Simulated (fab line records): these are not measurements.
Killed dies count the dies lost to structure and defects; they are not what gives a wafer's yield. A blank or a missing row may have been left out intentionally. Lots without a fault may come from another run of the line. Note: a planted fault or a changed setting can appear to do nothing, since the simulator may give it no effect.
Which tool was responsible? | flow gf180mcu | 24 lots, 72 wafers sampled, at 5 steps of a route of 602

## WHAT THE GAUGES READ, wafer by wafer
GF_V2_RS_MEAS_24: a four-point-probe measurement. Usual: for V2_W_RS the level is 0.325 ohm/sq and the standard deviation is 0.0046.
lot  | measured     | on            | V2_W_RS (ohm/sq)  | flag
L074 | day 20 13:33 | film_metro-04 | 0.330 0.331 0.327 |
L075 | day 21 03:10 | film_metro-01 | 0.334 0.320 0.317 |
L076 | day 21 15:16 | film_metro-04 | 0.319 0.326 0.330 |
L077 | day 22 04:33 | film_metro-02 | 0.333 0.331 0.320 |
L078 | day 22 06:25 | film_metro-01 | 0.326 0.329 0.334 |
L079 | day 22 10:25 | film_metro-04 | 0.328 0.324 0.319 |
L080 | day 22 21:24 | film_metro-01 | 0.325 0.320 0.329 |
L082 | day 23 07:55 | film_metro-01 | 0.326 0.326 0.324 |
L081 | day 23 08:16 | film_metro-02 | 0.319 0.325 0.330 |
L084 | day 24 03:16 | film_metro-02 | 0.328 0.321 0.317 |
L083 | day 24 03:41 | film_metro-01 | 0.323 0.325 0.323 |
L085 | day 24 12:37 | film_metro-04 | 0.334 0.330 0.321 |
L086 | day 24 21:50 | film_metro-02 | 0.326 0.324 0.318 |
L087 | day 25 00:23 | film_metro-01 | 0.326 0.339 0.326 |
L088 | day 25 08:05 | film_metro-04 | 0.320 0.315 0.316 |
L089 | day 25 17:10 | film_metro-04 | 0.329 0.329 0.321 |
L090 | day 26 04:20 | film_metro-02 | 0.328 0.319 0.325 |
L091 | day 26 10:50 | film_metro-04 | 0.316 0.317 0.322 |
L092 | day 26 12:17 | film_metro-01 | 0.330 0.330 0.320 |
L093 | day 26 22:52 | film_metro-04 | 0.327 0.323 0.327 |
L094 | day 27 06:04 | film_metro-02 | 0.327 0.325 0.321 |
L095 | day 27 06:27 | film_metro-04 | 0.334 0.327 0.317 |
L096 | day 27 09:51 | film_metro-02 | 0.322 0.327 0.323 |
L097 | day 27 11:31 | film_metro-02 | 0.326 0.322 0.321 |

GF_V4_OVL_MEAS_15. Usual: for V4_OVL the level is 3 nm and the standard deviation is 4.6.
lot  | measured     | on         | V4_OVL (nm) | flag
L074 | day 24 14:55 | overlay-01 | 2 2 3       |
L075 | day 25 02:45 | overlay-01 | 3 6 9       |
L076 | day 25 14:12 | overlay-02 | 4 -6 -1     |
L077 | day 26 01:57 | overlay-02 | 1 4 -1      |
L078 | day 26 03:54 | overlay-01 | 4 12 -2     |
L079 | day 26 08:15 | overlay-01 | 3 5 3       |
L080 | day 26 16:04 | overlay-01 | 0 1 5       |
L082 | day 27 02:39 | overlay-02 | 3 4 8       |
L081 | day 27 03:00 | overlay-01 | 6 4 8       |
L084 | day 27 19:21 | overlay-02 | 5 8 4       |
L083 | day 27 22:07 | overlay-02 | 3 6 3       |
L085 | day 28 03:28 | overlay-02 | -3 0 -2     |
L086 | day 28 13:00 | overlay-01 | -4 -5 -5    |
L087 | day 28 15:13 | overlay-01 | 5 2 7       |
L088 | day 28 22:13 | overlay-02 | -1 2 0      |
L089 | day 29 05:42 | overlay-02 | 2 7 12      |
L090 | day 29 16:28 | overlay-02 | 1 7 3       |
L091 | day 29 22:24 | overlay-02 | 10 6 0      |
L092 | day 29 23:24 | overlay-02 | 4 9 10      |
L093 | day 30 09:25 | overlay-02 | -7 -3 -6    |
L094 | day 30 17:08 | overlay-01 | -4 3 -7     |
L095 | day 30 16:43 | overlay-01 | 7 -3 -4     |
L096 | day 30 19:39 | overlay-01 | 9 9 3       |
L097 | day 30 21:13 | overlay-02 | 2 -1 4      |

GF_V4_THK_MEAS_25: measures by xrf. Usual: for V4_W_THK the level is 354 nm and the standard deviation is 4.
lot  | measured     | on            | V4_W_THK (nm) | flag
L074 | day 24 15:57 | film_metro-04 | 350 350 360   |
L075 | day 25 03:47 | film_metro-01 | 356 344 358   |
L076 | day 25 15:16 | film_metro-04 | 359 353 356   |
L077 | day 26 02:59 | film_metro-02 | 354 354 358   |
L078 | day 26 04:59 | film_metro-02 | 349 356 350   |
L079 | day 26 09:19 | film_metro-04 | 351 360 360   |
L080 | day 26 17:26 | film_metro-04 | 351 356 349   |
L082 | day 27 03:41 | film_metro-02 | 358 356 356   |
L081 | day 27 04:02 | film_metro-04 | 354 358 355   |
L084 | day 27 20:28 | film_metro-01 | 346 352 351   |
L083 | day 27 23:09 | film_metro-01 | 345 347 350   |
L085 | day 28 04:36 | film_metro-02 | 361 357 357   |
L086 | day 28 14:40 | film_metro-04 | 358 355 355   |
L087 | day 28 16:48 | film_metro-02 | 357 356 356   |
L088 | day 28 23:22 | film_metro-01 | 355 353 353   |
L089 | day 29 06:51 | film_metro-01 | 353 349 357   |
L090 | day 29 17:31 | film_metro-01 | 351 351 350   |
L091 | day 29 23:26 | film_metro-01 | 350 352 353   |
L092 | day 30 00:30 | film_metro-01 | 360 364 354   |
L093 | day 30 10:28 | film_metro-02 | 357 359 358   |
L094 | day 30 18:13 | film_metro-02 | 353 352 348   |
L095 | day 30 17:47 | film_metro-04 | 352 356 353   |
L096 | day 30 20:44 | film_metro-01 | 352 351 355   |
L097 | day 30 22:19 | film_metro-02 | 357 358 356   |

## WHICH TOOL RAN EACH LOT (tool, then ch and the chambers of the sampled wafers, then the start)
lot  | GF_V3_SPUTTER_22             | GF_V4_CMP_04
L074 | pvd_sputter-01, day 22 15:44 | cmp-01 ch 0,3, day 23 16:32
L075 | pvd_sputter-03, day 23 03:55 | cmp-02 ch 0,2,3, day 24 04:26
L076 | pvd_sputter-03, day 23 16:27 | cmp-02 ch 1,2,3, day 24 16:50
L077 | pvd_sputter-03, day 24 04:14 | cmp-02 ch 1,2,3, day 25 04:50
L078 | pvd_sputter-04, day 24 06:43 | cmp-02 ch 0,2,3, day 25 06:26
L079 | pvd_sputter-01, day 24 10:37 | cmp-02 ch 1,2,3, day 25 10:29
L080 | pvd_sputter-04, day 24 20:16 | cmp-01 ch 1,2,3, day 25 19:17
L082 | pvd_sputter-01, day 25 07:05 | cmp-02 ch 0,2,3, day 26 06:04
L081 | pvd_sputter-03, day 25 07:35 | cmp-01 ch 2,3, day 26 06:07
L084 | pvd_sputter-03, day 26 00:54 | cmp-02 ch 0,1,3, day 26 23:13
L083 | pvd_sputter-01, day 26 02:25 | cmp-01 ch 0,2, day 27 01:29
L085 | pvd_sputter-04, day 26 09:47 | cmp-02 ch 0,1,2, day 27 07:10
L086 | pvd_sputter-04, day 26 19:40 | cmp-02 ch 0,1,3, day 27 17:25
L087 | pvd_sputter-04, day 26 20:37 | cmp-01 ch 0,1,3, day 27 19:22
L088 | pvd_sputter-03, day 27 04:26 | cmp-01 ch 0,1,2, day 28 02:40
L089 | pvd_sputter-03, day 27 13:05 | cmp-01 ch 1,2,3, day 28 10:20
L090 | pvd_sputter-03, day 27 23:33 | cmp-02 ch 2,3, day 28 21:15
L091 | pvd_sputter-04, day 28 05:35 | cmp-02 ch 0,3, day 29 02:31
L092 | pvd_sputter-01, day 28 06:34 | cmp-01 ch 1,2,3, day 29 03:47
L093 | pvd_sputter-04, day 28 17:09 | cmp-02 ch 0,1,2, day 29 13:56
L094 | pvd_sputter-03, day 29 00:00 | cmp-02 ch 1,2,3, day 29 21:52
L095 | pvd_sputter-04, day 29 00:22 | cmp-01 ch 1,2, day 29 21:47
L096 | pvd_sputter-01, day 29 03:53 | cmp-02 ch 2,3, day 30 00:53
L097 | pvd_sputter-01, day 29 05:38 | cmp-02 ch 0,3, day 30 02:04
- GF_V3_SPUTTER_22: material TiN, target thk 10 nm, time 40 s.
- GF_V4_CMP_04: polishes SiO2.

## AS READ BY THE TOOLS THEMSELVES (means over the sampled wafers that have a number; for cases with no such wafer, the mark the record gives instead)
GF_V3_SPUTTER_22. Usual: throttle_valve_pct 29.5 %, standard deviation 0.84.
lot  | tool           | throttle_valve_pct (%) | flag
L074 | pvd_sputter-01 | 30.0                   |
L075 | pvd_sputter-03 | 29.4                   |
L076 | pvd_sputter-03 | 29.6                   |
L077 | pvd_sputter-03 | 29.7                   |
L078 | pvd_sputter-04 | 29.2                   |
L079 | pvd_sputter-01 | 29.8                   |
L080 | pvd_sputter-04 | 29.1                   |
L082 | pvd_sputter-01 | 31.0                   |
L081 | pvd_sputter-03 | 29.3                   |
L084 | pvd_sputter-03 | 29.1                   |
L083 | pvd_sputter-01 | 30.7                   |
L085 | pvd_sputter-04 | 29.2                   |
L086 | pvd_sputter-04 | 29.2                   |
L087 | pvd_sputter-04 | 29.6                   |
L088 | pvd_sputter-03 | 29.6                   |
L089 | pvd_sputter-03 | 29.1                   |
L090 | pvd_sputter-03 | 29.7                   |
L091 | pvd_sputter-04 | 29.0                   |
L092 | pvd_sputter-01 | 30.8                   |
L093 | pvd_sputter-04 | 28.9                   |
L094 | pvd_sputter-03 | 29.5                   |
L095 | pvd_sputter-04 | 29.2                   |
L096 | pvd_sputter-01 | 29.9                   |
L097 | pvd_sputter-01 | 30.2                   |

GF_V4_CMP_04. Usual: motor_current_A 11.8 A, standard deviation 1.2; time_to_endpoint_s 81 s, standard deviation 5.
lot  | tool   | motor_current_A (A) | time_to_endpoint_s (s) | flag
L074 | cmp-01 | 11.2                | 79                     |
L075 | cmp-02 | 11.8                | 88                     |
L076 | cmp-02 | 11.4                | 82                     |
L077 | cmp-02 | 11.2                | 87                     |
L078 | cmp-02 | 11.8                | 81                     |
L079 | cmp-02 | 11.5                | 88                     |
L080 | cmp-01 | 12.3                | 79                     |
L082 | cmp-02 | 11.8                | 86                     |
L081 | cmp-01 | 12.1                | 83                     |
L084 | cmp-02 | 11.1                | 83                     |
L083 | cmp-01 | 12.5                | 82                     |
L085 | cmp-02 | 12.4                | 78                     |
L086 | cmp-02 | 11.2                | 79                     |
L087 | cmp-01 | 11.4                | 83                     |
L088 | cmp-01 | 11.8                | 81                     |
L089 | cmp-01 | 11.5                | 80                     |
L090 | cmp-02 | 11.7                | 85                     |
L091 | cmp-02 | 11.9                | 84                     |
L092 | cmp-01 | 12.2                | 82                     |
L093 | cmp-02 | 12.3                | 80                     |
L094 | cmp-02 | 11.6                | 82                     |
L095 | cmp-01 | 12.3                | 77                     |
L096 | cmp-02 | 11.3                | 84                     |
L097 | cmp-02 | 10.7                | 90                     |

## THE ANSWER, worked out from the rows above alone
Rule: lot off if the mean of its wafers having a number is beyond 3 standard deviations from the usual mean. Also off: a lot with no number at a reading for which 4 or more lots have one. Any other lot the step has rows for is counted as sound. Order of review: gauges by route order, followed by the tools' own readings, for which a lot's mean as printed above is used. The first step at which some lot is off is used, and at that step the reading that is off furthest; a lot without a number counts as furthest.
No lot is off on any of the readings shown, so nothing can be concluded from this.

## WHAT WAS PUT IN BY THE SIMULATOR
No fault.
